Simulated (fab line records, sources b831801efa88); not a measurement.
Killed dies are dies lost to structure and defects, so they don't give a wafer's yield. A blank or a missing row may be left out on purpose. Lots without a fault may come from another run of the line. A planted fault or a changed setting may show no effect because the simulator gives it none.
fab line records | flow sky130
record lots=24 wafers=72 last_day=50
route steps=708 shown SD_N@354 METAL1@451 VIA1@471 METAL2@500 METAL3@534
lots that met no fault: from a run of the same line without faults
start_h: hours from the record's first day to the start of the lot's first wafer shown | wait_h: hours since the lot's step before | " the same as in the row above | L1.1+2: a row that stands for several wafers | - no value, or no start given | * or withheld: withheld | < > ~ a bound
route shown NAME@n: a module of which the file shows steps, and the number in the route of the first | usual: mean/standard deviation of fault-free wafers | same: alike in all rows | chamber/n: place in a boat | sites: the reading at each site | _std_site: their standard deviation | _edge_site: outer sites' mean less inner sites' | radius_mm: how far each site lies from the wafer's centre | mask NAME#n: copy n | behind: the tool/chamber that last shaped the wafer | hold: why the lot was held/for how many hours/how that ended | device: the transistor (n, p or np) that didn't switch | end of line: the same wafers' tests at the end of the route | a step without rows: its recipe alone | killed: dies lost to structure and defects at the first sort, not the wafer's yield | map: a wafer's dies, x killed, . not, _ none there
set.NAME: the setting as run; set.NAME@STEP: as run at that earlier step | model.NAME: the simulator's own value behind a step, which no gauge read
steps of the route over a sample of lots; a table a step, a row a wafer
services: from which hour (start_h, from the record's first day; less than 0 if before it) a tool's chamber was out of use, for how many hours, and why
## steps
# step SKY_SD_N_TW_MEAS_12
# usual SD_N_TW=3997/50
# columns lot.wafer tool chamber start_h wait_h SD_N_TW
L074.1 film_metro-01 - 651.70 0.1 3941
L074.2 " - " " 3923
L074.5 " - " " 3918
L075.2 film_metro-04 - 660.14 0.1 4025
L075.3 " - " " 4035
L075.4 " - " " 4026
L076.2 film_metro-03 - 673.79 0.1 4006
L076.4 " - " " 4053
L076.5 " - " " 4025
L077.2 film_metro-03 - 689.16 0.1 4034
L077.3 " - " " 4031
L077.5 " - " " 4065
L079.2 film_metro-01 - 692.00 0.1 3943
L079.4 " - " " 3963
L079.5 " - " " 3942
L078.2 film_metro-04 - 698.05 0.1 4011
L078.3 " - " " 4012
L078.5 " - " " 4001
L080.3 film_metro-04 - 704.90 0.1 4005
L080.4 " - " " 4011
L080.5 " - " " 4004
L081.3 film_metro-03 - 715.10 0.1 4039
L081.4 " - " " 4029
L081.6 " - " " 4059
L082.2 film_metro-04 - 722.16 0.1 4044
L082.3 " - " " 4019
L082.5 " - " " 4018
L083.1 film_metro-01 - 739.10 0.1 3932
L083.5 " - " " 3935
L083.6 " - " " 3923
L084.1 film_metro-01 - 746.89 0.1 3973
L084.3 " - " " 3951
L084.5 " - " " 3972
L085.1 film_metro-04 - 751.78 0.1 4034
L085.4 " - " " 4071
L085.6 " - " " 4034
L086.1 film_metro-04 - 754.64 0.1 4043
L086.3 " - " " 4012
L086.5 " - " " 4022
L087.1 film_metro-01 - 762.10 0.1 3926
L087.3 " - " " 3949
L087.6 " - " " 3929
L088.2 film_metro-03 - 778.71 0.1 4023
L088.3 " - " " 4047
L088.4 " - " " 4059
L089.2 film_metro-04 - 784.84 0.1 4068
L089.5 " - " " 4057
L089.6 " - " " 4057
L090.1 film_metro-03 - 787.90 0.1 4086
L090.4 " - " " 4034
L090.5 " - " " 4058
L091.2 film_metro-01 - 791.50 0.1 3910
L091.4 " - " " 3920
L091.6 " - " " 3916
L092.1 film_metro-04 - 799.19 0.1 4015
L092.2 " - " " 4025
L092.4 " - " " 4022
L094.2 film_metro-01 - 808.65 0.1 3928
L094.3 " - " " 3942
L094.5 " - " " 3919
L093.1 film_metro-01 - 811.75 0.1 3943
L093.2 " - " " 3936
L093.6 " - " " 3927
L095.1 film_metro-04 - 824.14 0.1 4016
L095.3 " - " " 4004
L095.5 " - " " 4023
L096.1 film_metro-03 - 826.85 0.1 4048
L096.5 " - " " 4076
L096.6 " - " " 4070
L097.2 film_metro-01 - 828.20 0.1 3941
L097.3 " - " " 3950
L097.4 " - " " 3948
# step SKY_METAL1_DESCUM_17
# recipe chemistry=O2 source_power_w=150 bias_power_w=0 pressure_mtorr=10 temp_c=40 time_s=8
# usual chamber_pressure_mTorr=10.000/0.0095 drypump_motor_current_A=5.99/0.29 he_backside_leak_sccm=3.24/0.18 oes_product_au=1.001/0.011 rf_fwd_power_W=147.2/0.71
# same bias_power_w=0
# columns lot.wafer tool chamber start_h wait_h chamber_pressure_mTorr drypump_motor_current_A he_backside_leak_sccm oes_product_au rf_fwd_power_W rf_hours_counter_h
L074.1 rie_metal-01 1 771.50 0.0 9.993 5.92 3.35 1.013 148.3 6
L074.2 " 0 " " 10.022 5.97 2.90 1.015 147.6 7
L074.5 " 0 " " 9.997 5.97 2.96 0.998 147.7 -
L075.2 rie_metal-02 1 780.95 0.0 10.008 5.80 3.14 0.998 147.3 11
L075.3 " 0 " " 10.001 6.60 3.89 1.004 146.6 -
L075.4 " 1 " " 10.017 5.78 3.18 0.999 147.3 -
L076.2 rie_metal-03 0 792.05 0.0 10.013 5.65 3.26 1.008 147.3 14
L076.4 " 1 " " 10.016 6.12 3.07 1.000 146.3 -
L076.5 " 1 " " 9.998 6.16 3.01 0.995 146.8 -
L077.2 rie_metal-01 1 806.35 0.0 9.989 5.99 3.15 1.031 147.7 7
L077.3 " 0 " " 10.001 6.01 3.07 1.002 147.5 -
L077.5 " 1 " " 9.992 5.98 3.20 1.011 147.0 -
L079.2 rie_metal-02 0 808.89 0.0 9.997 6.59 3.14 1.004 146.5 16
L079.4 " 1 " " 10.004 5.75 3.17 1.009 147.8 -
L079.5 " 0 " " 9.996 6.59 2.98 1.008 146.5 -
L078.2 rie_metal-01 1 815.43 0.0 9.987 5.91 3.21 1.010 148.2 8
L078.3 " 1 " " 10.004 5.89 3.29 1.010 147.7 -
L078.5 " 0 " " 9.985 6.01 3.39 1.003 147.7 -
L080.3 rie_metal-03 1 821.71 0.0 10.002 6.15 3.22 1.000 146.2 -
L080.4 " 0 " " 9.999 5.63 3.54 1.020 147.0 -
L080.5 " 0 " " 10.014 5.62 3.54 1.009 147.4 -
L081.3 rie_metal-01 0 834.16 0.0 9.992 6.02 3.14 1.001 147.7 -
L081.4 " 0 " " 10.006 6.01 3.03 1.010 147.9 -
L081.6 " 0 " " 10.003 6.02 3.28 0.999 148.3 -
L082.2 rie_metal-03 0 839.24 0.0 10.011 5.64 3.50 0.995 147.0 0
L082.3 " 0 " " 9.984 5.64 3.37 0.995 147.1 -
L082.5 " 1 " " 10.010 6.14 3.19 0.983 146.5 -
L083.1 rie_metal-02 0 854.45 0.0 10.007 6.60 3.17 1.012 146.6 1
L083.5 " 1 " " 10.018 5.79 3.21 0.986 147.5 -
L083.6 " 0 " " 10.005 6.60 3.17 1.012 145.9 -
L084.1 rie_metal-02 1 861.73 0.0 10.007 5.76 3.24 0.999 147.7 16
L084.3 " 0 " " 10.003 6.57 3.44 1.004 146.4 -
L084.5 " 1 " " 9.996 5.78 3.23 0.990 146.7 -
L085.1 rie_metal-01 0 865.89 0.0 10.000 6.02 3.01 0.992 147.3 12
L085.4 " 0 " " 9.994 5.99 3.14 1.001 146.9 -
L085.6 " 0 " " 10.002 6.02 3.12 0.990 147.6 -
L086.1 rie_metal-01 0 868.50 0.0 10.000 6.00 3.12 1.009 147.1 12
L086.3 " 0 " " 9.991 6.00 2.94 0.998 146.7 -
L086.5 " 0 " " 9.993 6.00 3.02 1.001 147.5 -
L087.1 rie_metal-03 1 874.60 0.0 10.015 6.15 3.11 1.001 146.0 7
L087.3 " 1 " " 9.990 6.15 3.24 0.983 146.3 -
L087.6 " 0 " " 9.990 5.63 3.35 0.994 147.4 -
L088.2 rie_metal-02 0 890.95 0.0 9.993 6.58 3.38 1.026 146.8 2
L088.3 " 1 " " 10.003 5.78 3.37 1.002 147.5 -
L088.4 " 0 " " 10.010 6.58 2.92 1.025 147.1 -
L089.2 rie_metal-01 0 896.13 0.0 10.000 6.02 3.05 1.009 147.7 14
L089.5 " 1 " " 9.999 5.95 3.14 1.010 148.1 -
L089.6 " 0 " " 10.010 6.03 3.21 1.004 147.3 -
L090.1 rie_metal-03 1 899.84 0.0 10.002 6.14 3.22 0.985 146.0 8
L090.4 " 0 " " 10.004 5.60 3.51 0.990 147.5 -
L090.5 " 1 " " 10.005 6.14 3.07 0.995 146.5 -
L091.2 rie_metal-02 1 901.88 0.0 9.999 5.76 3.33 0.998 147.1 18
L091.4 " 0 " " 10.011 6.57 3.77 1.021 147.0 -
L091.6 " 1 " " 10.001 5.75 3.10 0.982 147.1 -
L092.1 rie_metal-03 0 909.83 0.0 9.998 5.68 3.30 0.994 148.0 3
L092.2 " 1 " " 9.989 6.17 3.26 0.994 146.1 9
L092.4 " 0 " " 9.999 5.65 3.27 0.990 147.3 -
L094.2 rie_metal-03 0 918.13 0.0 9.999 5.62 3.36 0.991 147.5 4
L094.3 " 1 " " 9.984 6.13 3.26 1.001 146.8 -
L094.5 " 1 " " 9.984 6.16 3.22 1.014 145.9 -
L093.1 rie_metal-03 0 921.05 0.0 10.002 5.61 3.29 0.997 148.1 4
L093.2 " 1 " " 10.013 6.16 3.04 0.994 146.3 9
L093.6 " 0 " " 10.007 5.60 3.45 0.989 148.4 -
L095.1 rie_metal-03 1 932.15 0.0 10.008 6.17 3.17 0.999 146.3 10
L095.3 " 0 " " 10.004 5.64 3.25 0.982 147.6 -
L095.5 " 1 " " 9.983 6.15 3.41 0.991 145.4 -
L096.1 rie_metal-03 1 935.55 0.0 9.988 6.14 3.22 0.989 145.5 10
L096.5 " 0 " " 10.006 5.59 3.54 0.985 147.0 -
L096.6 " 1 " " 9.985 6.15 3.28 0.996 146.0 -
L097.2 rie_metal-01 1 937.58 0.0 10.001 5.96 3.08 1.021 148.5 11
L097.3 " 1 " " 9.986 5.95 3.24 1.011 148.1 -
L097.4 " 0 " " 10.009 5.98 3.20 1.007 147.3 -
# step SKY_VIA1_OVL_MEAS_13
# usual VIA1_OVL=0/4.5
# columns lot.wafer tool chamber start_h wait_h VIA1_OVL[nm]
L074.1 overlay-02 - 800.52 0.1 -4
L074.2 " - " " -3
L074.5 " - " " -1
L075.2 overlay-01 - 810.00 0.1 1
L075.3 " - " " 0
L075.4 " - " " 6
L076.2 overlay-01 - 820.50 0.1 1
L076.4 " - " " 6
L076.5 " - " " 4
L077.2 overlay-01 - 834.68 0.1 11
L077.3 " - " " 5
L077.5 " - " " -5
L079.2 overlay-02 - 837.26 0.1 1
L079.4 " - " " -3
L079.5 " - " " 6
L078.2 overlay-01 - 843.03 0.1 5
L078.3 " - " " 7
L078.5 " - " " 8
L080.3 overlay-01 - 849.63 0.1 6
L080.4 " - " " 0
L080.5 " - " " -2
L081.3 overlay-02 - 862.06 0.1 2
L081.4 " - " " 2
L081.6 " - " " 0
L082.2 overlay-01 - 867.15 0.1 1
L082.3 " - " " 9
L082.5 " - " " 8
L083.1 overlay-01 - 881.17 0.1 -9
L083.5 " - " " -4
L083.6 " - " " -7
L084.1 overlay-02 - 888.40 0.1 -4
L084.3 " - " " -5
L084.5 " - " " 1
L085.1 overlay-02 - 892.42 0.1 3
L085.4 " - " " 3
L085.6 " - " " 8
L086.1 overlay-02 - 893.85 0.1 -5
L086.3 " - " " -3
L086.5 " - " " -2
L087.1 overlay-01 - 901.50 0.1 5
L087.3 " - " " 7
L087.6 " - " " 5
L088.2 overlay-02 - 917.33 0.1 0
L088.3 " - " " -1
L088.4 " - " " -1
L089.2 overlay-02 - 922.48 0.1 7
L089.5 " - " " 2
L089.6 " - " " 4
L090.1 overlay-02 - 926.55 0.1 4
L090.4 " - " " -3
L090.5 " - " " -3
L091.2 overlay-01 - 928.98 0.1 -5
L091.4 " - " " 2
L091.6 " - " " 1
L092.1 overlay-02 - 935.95 0.1 -6
L092.2 " - " " -3
L092.4 " - " " -2
L094.2 overlay-01 - 944.40 0.1 4
L094.3 " - " " -9
L094.5 " - " " -7
L093.1 overlay-01 - 946.82 0.1 2
L093.2 " - " " -2
L093.6 " - " " -6
L095.1 overlay-02 - 958.30 0.1 -5
L095.3 " - " " 1
L095.5 " - " " -7
L096.1 overlay-01 - 961.70 0.1 0
L096.5 " - " " 5
L096.6 " - " " -4
L097.2 overlay-01 - 963.88 0.1 -2
L097.3 " - " " 7
L097.4 " - " " -6
# step SKY_METAL2_DESCUM_17
# recipe chemistry=O2 source_power_w=150 bias_power_w=0 pressure_mtorr=10 temp_c=40 time_s=8
# usual chamber_pressure_mTorr=10.000/0.011 drypump_motor_current_A=5.6/0.56 he_backside_leak_sccm=3.34/0.19 oes_product_au=0.998/0.017 rf_fwd_power_W=146.9/0.64
# same bias_power_w=0
# columns lot.wafer tool chamber start_h wait_h chamber_pressure_mTorr drypump_motor_current_A he_backside_leak_sccm oes_product_au rf_fwd_power_W rf_hours_counter_h
L074.1 rie_metal-04 0 829.81 0.0 10.004 5.1 3.26 0.977 147.0 6
L074.2 " 1 " " 10.001 5.1 3.49 1.000 145.9 14
L074.5 " 1 " " 9.986 5.2 3.54 0.996 146.4 -
L075.2 rie_metal-02 1 838.36 0.0 10.000 5.8 3.21 0.997 146.5 15
L075.3 " 0 " " 10.013 6.6 3.53 1.016 146.7 -
L075.4 " 1 " " 10.001 5.8 3.24 1.001 146.2 -
L076.2 rie_metal-02 1 848.70 0.0 9.981 5.8 3.27 0.990 146.8 15
L076.4 " 1 " " 9.996 5.8 3.38 0.986 146.4 -
L076.5 " 0 " " 10.003 6.6 3.53 1.001 146.2 -
L077.2 rie_metal-04 0 862.65 0.0 10.018 5.0 3.50 0.987 146.4 6
L077.3 " 1 " " 10.004 5.1 3.69 1.007 146.9 -
L077.5 " 1 " " 10.018 5.1 3.62 1.004 146.7 -
L079.2 rie_metal-02 0 865.20 0.0 9.991 6.6 3.38 1.009 147.0 1
L079.4 " 1 " " 9.987 5.8 3.19 0.997 147.0 -
L079.5 " 1 " " 10.006 5.8 3.26 0.994 147.0 -
L078.2 rie_metal-04 1 870.86 0.0 9.994 5.2 3.57 0.997 146.3 16
L078.3 " 1 " " 9.988 5.2 3.56 1.005 146.2 -
L078.5 " 0 " " 10.005 5.0 3.51 0.981 146.3 -
L080.3 rie_metal-04 0 877.81 0.0 10.027 5.1 3.25 0.967 147.0 -
L080.4 " 1 " " 9.991 5.2 3.66 1.012 146.6 -
L080.5 " 1 " " 10.014 5.2 3.62 1.003 146.7 -
L081.3 rie_metal-02 1 889.17 0.0 9.988 5.8 3.29 0.984 147.6 -
L081.4 " 0 " " 10.006 6.6 3.29 1.018 146.5 -
L081.6 " 0 " " 9.993 6.6 3.39 1.011 147.1 -
L082.2 rie_metal-01 0 892.81 0.0 10.014 6.0 2.87 0.997 147.3 14
L082.3 " 1 " " 10.006 6.0 3.20 1.012 147.8 -
L082.5 " 1 " " 9.989 5.9 3.25 1.015 148.0 -
L083.1 rie_metal-02 1 909.25 0.0 9.993 5.8 3.39 0.997 147.7 18
L083.5 " 0 " " 10.000 6.6 3.31 1.023 147.1 -
L083.6 " 1 " " 10.001 5.8 3.05 1.000 148.3 -
L084.1 rie_metal-04 1 916.09 0.0 10.011 5.1 3.57 1.010 146.6 18
L084.3 " 0 " " 10.011 5.1 3.34 0.986 148.3 -
L084.5 " 0 " " 9.997 5.1 3.46 0.987 147.3 -
L085.1 rie_metal-04 0 920.04 0.0 10.018 5.1 3.23 0.986 146.7 9
L085.4 " 0 " " 9.997 5.1 3.28 0.983 146.5 -
L085.6 " 1 " " 9.998 5.2 3.70 0.994 145.9 -
L086.1 rie_metal-01 0 921.36 0.0 10.008 6.0 2.93 0.994 147.3 16
L086.3 " 1 " " 9.999 5.9 3.22 1.015 147.5 -
L086.5 " 0 " " 9.991 6.0 2.99 0.999 147.1 -
L087.1 rie_metal-04 1 928.89 0.0 9.994 5.1 3.53 1.000 146.0 18
L087.3 " 1 " " 9.980 5.1 3.53 1.005 146.1 -
L087.6 " 1 " " 9.992 5.1 3.51 0.988 145.8 -
L088.2 rie_metal-04 0 944.16 0.0 9.994 5.0 3.45 0.985 146.5 10
L088.3 " 1 " " 10.006 5.1 3.73 1.005 146.7 -
L088.4 " 0 " " 10.010 5.0 3.36 0.979 145.3 -
L089.2 rie_metal-01 0 948.96 0.0 9.988 6.0 3.08 1.009 147.3 17
L089.5 " 0 " " 10.005 6.0 3.10 1.006 146.9 -
L089.6 " 1 " " 9.978 5.9 3.13 1.014 148.3 -
L090.1 rie_metal-01 1 953.04 0.0 9.992 5.9 3.29 1.026 148.0 11
L090.4 " 1 " " 9.985 5.9 3.19 1.013 147.9 -
L090.5 " 0 " " 9.985 6.0 3.03 1.014 147.7 -
L091.2 rie_metal-04 1 955.44 0.0 9.996 5.1 3.58 1.001 146.8 20
L091.4 " 0 " " 9.995 5.1 3.43 0.978 146.1 -
L091.6 " 1 " " 10.019 5.1 3.66 1.008 145.8 -
L092.1 rie_metal-01 1 962.45 0.0 9.993 5.9 3.25 1.029 148.1 12
L092.2 " 0 " " 9.995 6.0 3.03 1.022 147.3 18
L092.4 " 1 " " 9.997 6.0 3.15 1.025 148.2 -
L094.2 rie_metal-04 0 970.94 0.0 10.007 5.0 3.41 0.982 147.6 11
L094.3 " 0 " " 10.006 5.0 3.35 0.977 147.4 -
L094.5 " 0 " " 10.002 5.0 3.43 0.976 146.9 -
L093.1 rie_metal-02 0 972.46 0.0 10.009 6.6 3.48 1.019 147.1 7
L093.2 " 1 " " 10.014 5.8 3.14 1.004 146.1 1
L093.6 " 1 " " 10.018 5.8 2.93 0.999 147.0 -
L095.1 rie_metal-04 0 984.51 0.0 10.005 5.1 3.27 0.967 147.1 12
L095.3 " 0 " " 9.989 5.0 3.22 0.963 147.0 -
L095.5 " 0 " " 10.006 5.1 3.30 0.963 147.2 -
L096.1 rie_metal-02 0 988.60 0.0 9.987 6.6 3.03 1.026 146.6 7
L096.5 " 1 " " 10.010 5.8 3.12 1.015 146.6 -
L096.6 " 0 " " 9.995 6.6 3.14 1.030 146.3 -
L097.2 rie_metal-04 0 989.56 0.0 10.003 5.1 3.47 0.979 147.0 -
L097.3 " 0 " " 9.995 5.1 3.43 0.970 146.8 -
L097.4 " 0 " " 10.006 5.0 3.33 0.970 147.5 -
# step SKY_METAL3_SPUTTER_02
# recipe material=AlCu target_thk_nm=735 power_w=10600 time_s=39.1 chamber_pressure_pa=0.4
# usual throttle_valve_pct=29.6/0.85
# columns lot.wafer tool chamber start_h wait_h throttle_valve_pct
L074.1 pvd_sputter-02 - 859.10 0.0 30.3
L074.2 " - " " 30.5
L074.5 " - " " 30.5
L075.2 pvd_sputter-03 - 867.71 0.0 29.1
L075.3 " - " " 29.7
L075.4 " - " " 31.0
L076.2 pvd_sputter-03 - 877.44 0.0 31.0
L076.4 " - " " 29.6
L076.5 " - " " 29.7
L077.2 pvd_sputter-02 - 891.13 0.0 30.3
L077.3 " - " " 30.1
L077.5 " - " " 31.1
L079.2 pvd_sputter-03 - 893.38 0.0 30.6
L079.4 " - " " 29.9
L079.5 " - " " 28.9
L078.2 pvd_sputter-03 - 900.13 0.0 29.7
L078.3 " - " " 29.3
L078.5 " - " " 29.1
L080.3 pvd_sputter-01 - 905.94 0.0 28.6
L080.4 " - " " 30.7
L080.5 " - " " 28.8
L081.3 pvd_sputter-03 - 918.29 0.0 29.2
L081.4 " - " " 29.8
L081.6 " - " " 30.5
L082.2 pvd_sputter-01 - 922.00 0.0 29.0
L082.3 " - " " 30.9
L082.5 " - " " 30.7
L083.1 pvd_sputter-01 - 937.62 0.0 30.9
L083.5 " - " " 28.6
L083.6 " - " " 29.2
L084.1 pvd_sputter-02 - 943.32 0.0 30.0
L084.3 " - " " 30.6
L084.5 " - " " 30.3
L085.1 pvd_sputter-03 - 948.13 0.0 29.5
L085.4 " - " " 29.1
L085.6 " - " " 29.6
L086.1 pvd_sputter-01 - 949.24 0.0 28.9
L086.3 " - " " 31.0
L086.5 " - " " 28.8
L087.1 pvd_sputter-03 - 956.52 0.0 28.9
L087.3 " - " " 29.6
L087.6 " - " " 29.3
L088.2 pvd_sputter-03 - 970.91 0.0 29.9
L088.3 " - " " 29.0
L088.4 " - " " 31.1
L089.2 pvd_sputter-01 - 976.61 0.0 29.2
L089.5 " - " " 29.1
L089.6 " - " " 28.2
L090.1 pvd_sputter-03 - 979.69 0.0 30.8
L090.4 " - " " 29.4
L090.5 " - " " 29.0
L091.2 pvd_sputter-01 - 983.30 0.0 28.8
L091.4 " - " " 29.0
L091.6 " - " " 29.1
L092.1 pvd_sputter-03 - 989.80 0.0 29.9
L092.2 " - " " 30.0
L092.4 " - " " 29.0
L094.2 pvd_sputter-01 - 997.61 0.0 28.9
L094.3 " - " " 28.2
L094.5 " - " " 28.4
L093.1 pvd_sputter-01 - 999.13 0.0 28.3
L093.2 " - " " 28.8
L093.6 " - " " 28.8
L095.1 pvd_sputter-01 - 1010.99 0.0 28.5
L095.3 " - " " 28.9
L095.5 " - " " 29.1
L096.1 pvd_sputter-01 - 1015.51 0.0 29.0
L096.5 " - " " 28.7
L096.6 " - " " 28.3
L097.2 pvd_sputter-03 - 1015.82 0.0 29.2
L097.3 " - " " 29.7
L097.4 " - " " 30.7
# step SKY_METAL3_SPUTTER_04
# recipe material=TiN target_thk_nm=70 power_w=6500 time_s=58.3 chamber_pressure_pa=0.4
# usual throttle_valve_pct=29.6/0.85
# columns lot.wafer tool chamber start_h wait_h throttle_valve_pct
L074.1 pvd_sputter-02 - 859.16 0.0 30.7
L074.2 " - " " 30.3
L074.5 " - " " 30.6
L075.2 pvd_sputter-03 - 867.77 0.0 28.9
L075.3 " - " " 29.8
L075.4 " - " " 30.9
L076.2 pvd_sputter-03 - 877.49 0.0 31.2
L076.4 " - " " 29.7
L076.5 " - " " 29.9
L077.2 pvd_sputter-02 - 891.18 0.0 30.1
L077.3 " - " " 30.4
L077.5 " - " " 30.9
L079.2 pvd_sputter-03 - 893.44 0.0 31.1
L079.4 " - " " 29.6
L079.5 " - " " 29.4
L078.2 pvd_sputter-03 - 900.19 0.0 29.6
L078.3 " - " " 29.2
L078.5 " - " " 29.0
L080.3 pvd_sputter-01 - 906.00 0.0 28.9
L080.4 " - " " 31.0
L080.5 " - " " 28.9
L081.3 pvd_sputter-03 - 918.35 0.0 29.1
L081.4 " - " " 30.0
L081.6 " - " " 30.6
L082.2 pvd_sputter-01 - 922.06 0.0 28.9
L082.3 " - " " 30.9
L082.5 " - " " 30.7
L083.1 pvd_sputter-01 - 937.68 0.0 30.6
L083.5 " - " " 28.4
L083.6 " - " " 29.0
L084.1 pvd_sputter-02 - 943.38 0.0 30.3
L084.3 " - " " 30.5
L084.5 " - " " 30.3
L085.1 pvd_sputter-03 - 948.19 0.0 29.7
L085.4 " - " " 28.9
L085.6 " - " " 29.7
L086.1 pvd_sputter-01 - 949.30 0.0 28.8
L086.3 " - " " 30.9
L086.5 " - " " 29.2
L087.1 pvd_sputter-03 - 956.57 0.0 28.8
L087.3 " - " " 29.8
L087.6 " - " " 29.1
L088.2 pvd_sputter-03 - 970.97 0.0 29.6
L088.3 " - " " 29.2
L088.4 " - " " 30.8
L089.2 pvd_sputter-01 - 976.66 0.0 28.8
L089.5 " - " " 28.8
L089.6 " - " " 28.4
L090.1 pvd_sputter-03 - 979.75 0.0 30.7
L090.4 " - " " 30.0
L090.5 " - " " 29.0
L091.2 pvd_sputter-01 - 983.36 0.0 29.1
L091.4 " - " " 29.0
L091.6 " - " " 29.0
L092.1 pvd_sputter-03 - 989.91 0.0 29.9
L092.2 " - " " 29.9
L092.4 " - " " 29.1
L094.2 pvd_sputter-01 - 997.67 0.0 28.9
L094.3 " - " " 28.5
L094.5 " - " " 28.3
L093.1 pvd_sputter-01 - 999.19 0.0 28.6
L093.2 " - " " 29.0
L093.6 " - " " 28.8
L095.1 pvd_sputter-01 - 1011.05 0.0 28.3
L095.3 " - " " 29.1
L095.5 " - " " 29.2
L096.1 pvd_sputter-01 - 1015.57 0.0 28.7
L096.5 " - " " 28.9
L096.6 " - " " 28.6
L097.2 pvd_sputter-03 - 1015.88 0.0 29.1
L097.3 " - " " 29.9
L097.4 " - " " 30.9
## services
# columns tool chamber start_h hours kind
pvd_sputter-03 - 763.70 1.2 repair
rie_metal-02 0 789.56 16.0 repair
rie_metal-03 - 797.70 2.8 pm
pvd_sputter-03 2 802.01 - consumable_replace:kit
pvd_sputter-03 2 802.01 18.0 scheduled_down
pvd_sputter-03 2 802.01 18.0 vent_cycle
rie_metal-02 0 810.45 - clean
rie_metal-02 0 810.45 23.1 scheduled_down
rie_metal-02 0 810.45 23.1 vent_cycle
rie_metal-01 1 830.82 42.2 repair
rie_metal-04 0 837.78 18.8 repair
rie_metal-01 1 902.56 12.2 repair
pvd_sputter-01 0 910.55 - consumable_replace:kit
pvd_sputter-01 0 910.55 18.0 scheduled_down
pvd_sputter-01 0 910.55 18.0 vent_cycle
rie_metal-02 1 932.55 - clean
pvd_sputter-02 - 941.62 1.5 repair
pvd_sputter-03 1 944.59 - consumable_replace:kit
pvd_sputter-03 1 944.59 18.0 scheduled_down
pvd_sputter-03 1 944.59 18.0 vent_cycle
pvd_sputter-01 - 972.30 1.1 repair
rie_metal-02 - 977.29 10.0 pm
pvd_sputter-03 - 998.02 3.0 repair
pvd_sputter-03 - 1011.24 1.3 repair
## key
fault none
